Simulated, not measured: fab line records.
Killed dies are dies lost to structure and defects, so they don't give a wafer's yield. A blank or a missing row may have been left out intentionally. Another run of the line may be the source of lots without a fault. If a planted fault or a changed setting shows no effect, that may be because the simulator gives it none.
Matching of chambers	flow sky130	SKY_CONTACT_CMP_27 on cmp-02: 4 sister chambers
The step polishes, stops on SiO2, t overpolish 15 s, target thk 0 nm. 4 wafers are shown with their chamber, then 7 later ones without.

## WAFERS PAIRED WITH THEIR CHAMBERS
wafer	chamber	motor-current-A (A)
L747.1	2	10.7
L749.5	1	10.5
L749.6	0	12.8
L762.5	3	11.2

## WAFERS WITHOUT THEIR CHAMBER
wafer	motor-current-A (A)
L762.6	10.8
L763.2	12.5
L763.5	12.6
L763.6	10.5
L764.2	11.1
L764.3	10.6
L764.4	13.2

## WHICH CHAMBER EACH ONE RAN IN
wafer	from the rows above	in truth
L762.6	can't be placed: 2 or 1 or 3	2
L763.2	0	0
L763.5	0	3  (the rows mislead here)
L763.6	can't be placed: 1 or 2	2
L764.2	can't be placed: 3 or 2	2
L764.3	can't be placed: 1 or 2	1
L764.4	0	0
Correctly placed: 2 of 7. Not placeable from these rows: 4 (in 4, the candidates include the true chamber). Placed wrongly: 1.
How it was worked out, from the rows above alone: a wafer's distance from a chamber is the root of the sum, over the readings, of the square of ((its reading less the chamber's mean) divided by the reading's scatter). The wafer belongs to the nearest chamber; if the next one is less than 2 further off, it can't be placed. The mean given for a chamber averages the wafers shown for that chamber. The scatter: with one shown wafer a chamber, the root of the mean of the squares of how far each hidden wafer lies from its nearest shown one.
